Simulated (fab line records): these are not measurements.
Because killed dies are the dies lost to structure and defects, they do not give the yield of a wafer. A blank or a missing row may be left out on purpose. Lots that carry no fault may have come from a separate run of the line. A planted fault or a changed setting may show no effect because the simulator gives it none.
A lot that was struck, set against a sound lot	flow sky130	15 steps out of a route of 708
Sound: wafers L428.2, L428.3, L428.4. Struck: wafers L437.1, L437.2, L437.3. The cause is named last.
At each step with rows: each side's tool, then ch and its chambers, then its first start. Under that, the readings that differ: sound wafers	struck wafers	difference of the means	sigmas: that difference in standard deviations of wafers without a fault.
alike: words and numbers the same on both sides, and readings whose means are apart by under 2 such deviations; not compared: readings that were withheld, readings missing a value for some wafer, numbers with overlapping values and no deviation given by the record, and bounds like >300 which may hide the same value.
A row with sigmas, a row that says differs or no value, or rows on one side alone: a step with any of these is where the two part. Non-overlapping numbers with no deviation appear without sigmas and do not part them. A reading missing from all wafers of one side parts the sides only when that side holds two or more wafers.

first, 4 steps without rows for these wafers: SKY_LDD_HVN_SOFTBAKE_03 (time 60 s); SKY_LDD_HVN_EXPOSE_04 (exposes mask HVNTM, target cd 700 nm); SKY_LDD_HVN_PEB_05; SKY_LDD_HVN_DEVELOP_06 (develop time 60 s).
SKY_LDD_HVN_OVL_MEAS_07:
  struck on overlay-02, day 24 09:02; sound on overlay-01, day 21 04:00
  alike: LDD_HVN_OVL
next, for these wafers, 1 step has no rows: SKY_LDD_HVN_IMPLANT_08.
SKY_LDD_HVN_STRIP_09: strips in O2/N2.
  sound on plasma_asher-02 ch 0,1, day 21 04:11; struck on plasma_asher-03 ch 0,1, day 24 09:14
  alike: drypump_motor_current_A, oes_product_au, strip_time_to_endpoint_s
  not compared: rf_hours_counter_h
SKY_LDD_HVN_TW_MEAS_10:
  struck on film_metro-01, day 24 09:20; sound on film_metro-02, day 21 04:17
  alike: LDD_HVN_TW
then, 4 steps without rows for these wafers: SKY_LDD_HVP_DEHYDRATE_00 (time 60 s); SKY_LDD_HVP_HMDS_01 (prime time 60 s); SKY_LDD_HVP_COAT_02 (resist thk 300 nm); SKY_LDD_HVP_SOFTBAKE_03 (time 60 s).
SKY_LDD_HVP_EXPOSE_04: exposes mask HVPTM, target cd 700 nm.
  sound on iline_stepper-02 ch 0, day 21 19:47; struck on iline_stepper-02 ch 0, day 25 00:17
reading	sound	struck	difference	sigmas
mask	HVPTM#0 HVPTM#0 HVPTM#0	HVPTM_R1#0 HVPTM_R1#0 HVPTM_R1#0	differs	
next, for these wafers, 1 step has no rows: SKY_LDD_HVP_PEB_05.
-- here the record skips 24 days between the struck wafers' starts before and after, leaving off in module LDD_HVP and picking up in module PAD_OPEN (first step shown: number 708 of the route) --
SKY_PAD_OPEN_PROBE_99:
  struck on prober-02, day 48 14:26; sound on prober-02, day 46 03:01
reading	sound	struck	difference	sigmas
killed_at_front_end	10 21 20	341 322 336	+316	+72
killed_dies	82 108 100	401 404 394	+303	+33
killed_on_rim	14 19 24	95 95 95	+76	+19
  alike: killed_at_M0_to_M3, killed_at_M4_up, killed_at_contacts, killed_at_other, killed_open, killed_short

WHERE THEY PART
First at SKY_LDD_HVP_EXPOSE_04; last, within this record, at SKY_PAD_OPEN_PROBE_99.

WHY: the cause the simulator had injected
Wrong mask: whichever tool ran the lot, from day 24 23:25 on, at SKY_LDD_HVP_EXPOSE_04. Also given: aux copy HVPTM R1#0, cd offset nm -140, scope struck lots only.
